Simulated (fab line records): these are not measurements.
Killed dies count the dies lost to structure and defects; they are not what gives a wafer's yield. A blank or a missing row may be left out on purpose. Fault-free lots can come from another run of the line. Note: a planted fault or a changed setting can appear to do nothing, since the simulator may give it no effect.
Which tool did it? | flow gf180mcu | 6 lots, 18 wafers sampled, at 3 steps of a route of 602

WHAT THE GAUGES SHOWED, per wafer
GF_PSD_RS_MEAS_14: the measuring method here is four-point-probe.
lot  | measured     | on            | NSD_RS (ohm/sq)
L136 | day 15 04:15 | film-metro-03 | 46.19 46.26 46.35
L139 | day 16 07:56 | film-metro-02 | 40.79 40.94 40.95
L146 | day 19 02:53 | film-metro-02 | 40.97 40.94 40.85
L151 | day 20 16:46 | film-metro-03 | 46.11 46.27 46.18
L153 | day 21 13:35 | film-metro-02 | 46.21 46.08 46.10
L156 | day 22 06:42 | film-metro-04 | 46.22 46.18 46.29

EACH LOT AND THE TOOL THAT RAN IT (in order: tool; ch and the chambers of the sampled wafers; start)
lot  | GF_NSD_IMPLANT_10               | GF_NSD_STRIP_11
L136 | implanter-04 ch 0, day 14 06:38 | plasma-asher-04 ch 0,1, day 14 06:47
L139 | implanter-01 ch 0, day 15 09:26 | plasma-asher-01 ch 0,1, day 15 09:55
L146 | implanter-03 ch 0, day 18 02:44 | plasma-asher-03 ch 0,1, day 18 03:12
L151 | implanter-01 ch 0, day 19 16:10 | plasma-asher-01 ch 0,1, day 19 16:17
L153 | implanter-03 ch 0, day 20 13:08 | plasma-asher-01 ch 0,1, day 20 13:17
L156 | implanter-01 ch 0, day 21 06:22 | plasma-asher-01 ch 0, day 21 06:29
- GF_NSD_IMPLANT_10
- GF_NSD_STRIP_11: strips in O2/N2.

THE ANSWER, worked out from the rows above alone
Rule: what is usual is taken from the lots themselves. The widest of any qualifying gaps counts: lots, ordered by their means at a reading, are off when they make up no more than a third of the lots, leave a main group of 4 or more, and stand apart from it by 3 or more times the standard deviation of that group's means. If all means in a main group match to the digits the tables above print for the reading, that group is not used. A lot without any number at a reading at which 4 lots or more have one is off too. Where the step has rows for the other lots, those lots are counted as sound.
Off: L139, L146, at GF_PSD_RS_MEAS_14 (NSD_RS). For the main group the mean is 46.20 ohm/sq and the standard deviation 0.051.
A tool fits if, at a process step before that reading, it ran every lot that is off, and no sound lot after the first of them. Those tools and the gauges at GF_PSD_RS_MEAS_14 are tried in the same way. Of those tried, none fits.

WHAT THE SIMULATOR PUT IN
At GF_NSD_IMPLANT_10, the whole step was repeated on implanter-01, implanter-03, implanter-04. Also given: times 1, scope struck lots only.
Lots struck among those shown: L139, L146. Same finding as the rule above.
